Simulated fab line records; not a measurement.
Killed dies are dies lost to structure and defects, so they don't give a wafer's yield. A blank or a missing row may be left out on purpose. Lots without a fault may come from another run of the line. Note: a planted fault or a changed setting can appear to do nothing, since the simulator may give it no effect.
Matching of chambers | flow sky130 | 4 sister chambers for SKY_CONTACT_CMP_04 on cmp-02
The step polishes SiO2. 4 wafers are shown with their chamber, then 7 later ones without.

## WAFERS WITH THEIR CHAMBER
wafer  | chamber | motor current A (A)
L361.1 | 0       | 11.6
L361.3 | 2       | 13.1
L363.1 | 1       | 12.1
L363.4 | 3       | 11.6

## WAFERS MISSING THEIR CHAMBER
wafer  | motor current A (A)
L363.5 | 11.6
L368.3 | 12.5
L368.5 | 11.7
L368.6 | 13.6
L367.2 | 12.1
L367.5 | 12.1
L367.6 | 13.0

## WHICH CHAMBER EACH WENT THROUGH
wafer  | from the rows above          | in truth
L363.5 | can't be placed: 0 or 3      | 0
L368.3 | can't be placed: 1 or 2      | 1
L368.5 | can't be placed: 0 or 3 or 1 | 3
L368.6 | 2                            | 2
L367.2 | 1                            | 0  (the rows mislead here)
L367.5 | 1                            | 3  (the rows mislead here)
L367.6 | 2                            | 2
Placed correctly: 2 of 7. Can't be placed from these rows: 3 (the true chamber is among the candidates in 3). Wrongly placed: 2.
How it was worked out, from the rows above alone: a wafer's distance from a chamber is the root of the sum, over the readings, of the square of ((its reading less the chamber's mean) divided by the reading's scatter). The wafer belongs to the nearest chamber; if the next one is less than 2 further off, it can't be placed. A chamber's mean is the mean of its shown wafers. The scatter: root of mean squared gap, hidden wafer to nearest shown wafer, with one shown wafer a chamber.
